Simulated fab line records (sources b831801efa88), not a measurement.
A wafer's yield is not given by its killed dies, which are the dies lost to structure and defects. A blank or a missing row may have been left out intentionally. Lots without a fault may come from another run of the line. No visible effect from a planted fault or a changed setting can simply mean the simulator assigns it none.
Which tool did it? | flow gf180mcu | 14 lots, 42 wafers sampled, at 4 steps of a route of 602

## WHAT THE GAUGES READ, wafer by wafer
GF_MIM_THK_MEAS_06. Usual: MIM_CVD_05_THK gives 42.1 nm (standard deviation 0.5).
lot  | measured     | on            | MIM_CVD_05_THK (nm) | flag
L445 | day 24 23:45 | film-metro-01 | 41.8 41.2 41.4      |
L446 | day 25 15:19 | film-metro-04 | 42.0 42.4 42.7      |
L447 | day 25 21:02 | film-metro-01 | 41.4 42.6 42.2      |
L448 | day 26 00:07 | film-metro-03 | 41.6 41.7 42.0      |
L449 | day 26 14:37 | film-metro-03 | 41.8 42.4 42.9      |
L450 | day 26 23:32 | film-metro-03 | 41.5 42.3 42.6      |
L452 | day 27 14:19 | film-metro-04 | 41.4 42.2 42.0      |
L453 | day 27 20:41 | film-metro-03 | 41.1 42.0 42.1      |
L454 | day 28 01:23 | film-metro-04 | 42.6 43.5 43.2      |
L457 | day 28 22:22 | film-metro-03 | 41.9 42.4 42.7      |
L459 | day 29 12:06 | film-metro-04 | 41.7 42.2 42.6      |
L463 | day 30 16:10 | film-metro-03 | 41.8 42.2 42.4      |
L465 | day 31 06:23 | film-metro-01 | 42.4 42.3 42.5      |
L466 | day 31 13:10 | film-metro-04 | 41.8 42.1 41.7      |

GF_TOP_METAL_THK_MEAS_06: measures by xrf. Usual: TOP_METAL_ALCU_THK gives 898 nm (standard deviation 11).
lot  | measured     | on            | TOP_METAL_ALCU_THK (nm) | flag
L445 | day 27 17:29 | film-metro-04 | 895 902 897             |
L446 | day 28 08:20 | film-metro-04 | 900 904 899             |
L447 | day 28 13:10 | film-metro-01 | 891 886 908             |
L448 | day 28 16:24 | film-metro-02 | 906 887 892             |
L449 | day 29 06:16 | film-metro-04 | 913 900 901             |
L450 | day 29 14:37 | film-metro-01 | 915 918 907             |
L452 | day 30 04:15 | film-metro-01 | 901 889 896             |
L453 | day 30 10:13 | film-metro-02 | 900 902 897             |
L454 | day 30 14:10 | film-metro-02 | 898 917 899             |
L457 | day 31 09:45 | film-metro-01 | 893 894 890             |
L459 | day 31 22:12 | film-metro-02 | 899 911 902             |
L463 | day 32 22:27 | film-metro-01 | 904 909 907             |
L465 | day 33 11:59 | film-metro-04 | 893 904 884             |
L466 | day 33 18:25 | film-metro-04 | 875 880 885             |

## EACH LOT AND THE TOOL THAT RAN IT (in order: tool; ch and the chambers of the sampled wafers; start)
lot  | GF_SALICIDE_WET_ETCH_07         | GF_M5_METAL_ETCH_10
L445 | wet-bench-04 ch 1, day 15 16:46 | rie-metal-01 ch 0,1, day 26 18:41
L446 | wet-bench-03 ch 2, day 16 10:14 | rie-metal-04 ch 0,1, day 27 08:57
L447 | wet-bench-01 ch 2, day 16 14:59 | rie-metal-04 ch 0,1, day 27 14:04
L448 | wet-bench-04 ch 3, day 16 20:00 | rie-metal-04 ch 0,1, day 27 17:46
L449 | wet-bench-01 ch 3, day 17 07:32 | rie-metal-03 ch 0,1, day 28 07:33
L450 | wet-bench-03 ch 1, day 17 18:36 | rie-metal-01 ch 0, day 28 16:03
L452 | wet-bench-01 ch 1, day 18 09:42 | rie-metal-04 ch 1, day 29 06:12
L453 | wet-bench-03 ch 3, day 18 18:03 | rie-metal-03 ch 0,1, day 29 12:13
L454 | wet-bench-01 ch 3, day 19 01:47 | rie-metal-03 ch 0,1, day 29 16:24
L457 | wet-bench-01 ch 1, day 20 03:04 | rie-metal-01 ch 0,1, day 30 12:28
L459 | wet-bench-01 ch 3, day 20 19:46 | rie-metal-04 ch 0,1, day 31 01:13
L463 | wet-bench-04 ch 2, day 22 07:47 | rie-metal-01 ch 0,1, day 32 03:25
L465 | wet-bench-01 ch 3, day 23 00:02 | rie-metal-01 ch 0,1, day 32 16:47
L466 | wet-bench-01 ch 0, day 23 10:59 | rie-metal-03 ch 0,1, day 32 23:43
- GF_SALICIDE_WET_ETCH_07: etches the open film in SPM, target depth 120 nm.
- GF_M5_METAL_ETCH_10: etches the open film in Cl2/BCl3, stops on SiO2, target depth 750.8 nm, time 125.1 s.

## WHAT THE TOOLS THEMSELVES READ (means of the sampled wafers that have a number; where no wafer has one, the mark that the record gives instead)
GF_M5_METAL_ETCH_10. Usual: bias-w 140.1 W, standard deviation 0.41; drypump-motor-current-A 5.6 A, standard deviation 0.34; oes-product-au 0.990 a.u., standard deviation 0.006; throttle-valve-pct 28.230 %, standard deviation 0.01.
lot  | tool         | bias-w (W) | drypump-motor-current-A (A) | oes-product-au (a.u.) | throttle-valve-pct (%) | flag
L445 | rie-metal-01 | 140.1      | 5.5                         | 0.988                 | 28.230                 |
L446 | rie-metal-04 | 140.0      | 6.0                         | 0.998                 | 28.234                 |
L447 | rie-metal-04 | 140.4      | 6.0                         | 0.992                 | 28.232                 |
L448 | rie-metal-04 | 139.7      | 5.6                         | 0.993                 | 28.226                 |
L449 | rie-metal-03 | 140.2      | 5.4                         | 0.995                 | 28.230                 |
L450 | rie-metal-01 | 139.9      | 5.5                         | 0.992                 | 28.227                 |
L452 | rie-metal-04 | 139.3      | 5.4                         | 0.989                 | 28.221                 |
L453 | rie-metal-03 | 140.1      | 5.6                         | 0.990                 | 28.234                 |
L454 | rie-metal-03 | 140.2      | 5.4                         | 0.993                 | 28.231                 |
L457 | rie-metal-01 | 140.0      | 5.5                         | 0.984                 | 28.233                 |
L459 | rie-metal-04 | 139.8      | 5.9                         | 0.992                 | 28.232                 |
L463 | rie-metal-01 | 139.9      | 5.5                         | 0.990                 | 28.237                 |
L465 | rie-metal-01 | 140.0      | 5.5                         | 0.987                 | 28.232                 |
L466 | rie-metal-03 | 139.8      | 5.6                         | 0.986                 | 28.227                 |

## THE ANSWER, worked out from the rows above alone
Rule: take the mean of a lot's wafers that have a number; if it is more than 3 standard deviations from the usual mean, the lot is off. Also off: a lot with no number at a reading for which 4 or more lots have one. The other lots that the step has rows for count as sound. After the gauges, taken in route order, come the tools' own readings; for these a lot's mean is taken, as printed above. At the first step where some lot is off, the reading lying furthest off is the one used; lots without a number count as furthest.
Across all readings shown, no lot is off: no conclusion can be drawn from this.

## WHAT THE SIMULATOR PUT IN
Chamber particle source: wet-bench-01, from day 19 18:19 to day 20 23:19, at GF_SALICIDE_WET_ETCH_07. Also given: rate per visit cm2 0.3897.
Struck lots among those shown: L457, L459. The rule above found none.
